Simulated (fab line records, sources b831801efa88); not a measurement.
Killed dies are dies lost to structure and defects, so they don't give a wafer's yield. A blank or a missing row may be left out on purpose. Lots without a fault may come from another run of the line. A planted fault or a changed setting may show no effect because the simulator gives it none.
Chamber matching | flow gf180mcu | GF_STI_ETCH_14 on rie_si-02: 4 sister chambers
The step etches Si in HBr/Cl2/O2, target depth 360 nm, time 102.9 s. 20 wafers are shown with their chamber, then 10 later ones without.

WAFERS WITH THEIR CHAMBER
wafer  | chamber | drypump_motor_current_A (A) | oes_product_au (a.u.) | throttle_valve_pct (%)
L429.2 | 2       | 6.3                         | 1.011                 | 25.655
L429.3 | 0       | 6.7                         | 1.022                 | 25.654
L429.6 | 3       | 6.3                         | 0.995                 | 25.665
L431.1 | 1       | 5.6                         | 1.003                 | 25.664
L431.5 | 1       | 5.5                         | 0.997                 | 25.645
L431.6 | 0       | 6.6                         | 1.017                 | 25.630
L433.1 | 3       | 6.3                         | 1.002                 | 25.659
L433.4 | 2       | 6.3                         | 1.007                 | 25.648
L433.5 | 3       | 6.3                         | 0.985                 | 25.657
L435.2 | 1       | 5.6                         | 0.997                 | 25.664
L435.3 | 0       | 6.7                         | 1.004                 | 25.646
L435.6 | 3       | 6.3                         | 1.000                 | 25.664
L436.2 | 3       | 6.3                         | 0.996                 | 25.653
L436.3 | 2       | 6.3                         | 0.999                 | 25.647
L436.6 | 0       | 6.7                         | 1.005                 | 25.634
L438.2 | 3       | 6.3                         | 0.996                 | 25.657
L438.4 | 2       | 6.3                         | 1.011                 | 25.646
L438.6 | 1       | 5.6                         | 0.981                 | 25.653
L443.4 | 3       | 6.3                         | 1.003                 | 25.660
L443.5 | 0       | 6.7                         | 0.999                 | 25.656

SIGNATURES (means of the wafers above)
reading                 | chamber 0 | chamber 1 | chamber 2 | chamber 3 | scatter within a chamber
drypump_motor_current_A | 6.680     | 5.575     | 6.300     | 6.300     | 0.0311
oes_product_au          | 1.00940   | 0.99450   | 1.00700   | 0.99671   | 0.00773
throttle_valve_pct      | 25.64400  | 25.65650  | 25.64900  | 25.65929  | 0.00773
Rule: a wafer's distance from a chamber is the root of the sum, over the readings, of the square of ((its reading less the chamber's mean) divided by the reading's scatter). The wafer belongs to the nearest chamber; if the next one is less than 2 further off, it can't be placed. The scatter: the root of (the sum of the squares of (reading less its chamber's mean) over the shown wafers, divided by (wafers less chambers)).

WAFERS WITHOUT THEIR CHAMBER
wafer  | drypump_motor_current_A (A) | oes_product_au (a.u.) | throttle_valve_pct (%)
L443.6 | 6.3                         | 0.991                 | 25.657
L444.1 | 5.6                         | 0.988                 | 25.671
L444.3 | 6.7                         | 1.006                 | 25.659
L444.6 | 6.3                         | 0.982                 | 25.658
L445.3 | 5.6                         | 0.987                 | 25.665
L445.4 | 6.3                         | 0.995                 | 25.636
L445.5 | 6.3                         | 1.004                 | 25.659
L449.4 | 6.7                         | 1.010                 | 25.635
L449.5 | 6.3                         | 1.003                 | 25.652
L449.6 | 5.6                         | 0.986                 | 25.668

WHICH CHAMBER EACH WENT THROUGH
wafer  | from the rows above     | in truth
L443.6 | can't be placed: 3 or 2 | 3
L444.1 | 1                       | 1
L444.3 | 0                       | 0
L444.6 | can't be placed: 3 or 2 | 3
L445.3 | 1                       | 1
L445.4 | can't be placed: 2 or 3 | 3
L445.5 | can't be placed: 3 or 2 | 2
L449.4 | 0                       | 0
L449.5 | can't be placed: 2 or 3 | 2
L449.6 | 1                       | 1
Placed correctly: 5 of 10. Can't be placed from these rows: 5 (the true chamber is among the candidates in 5). Placed wrongly: 0.
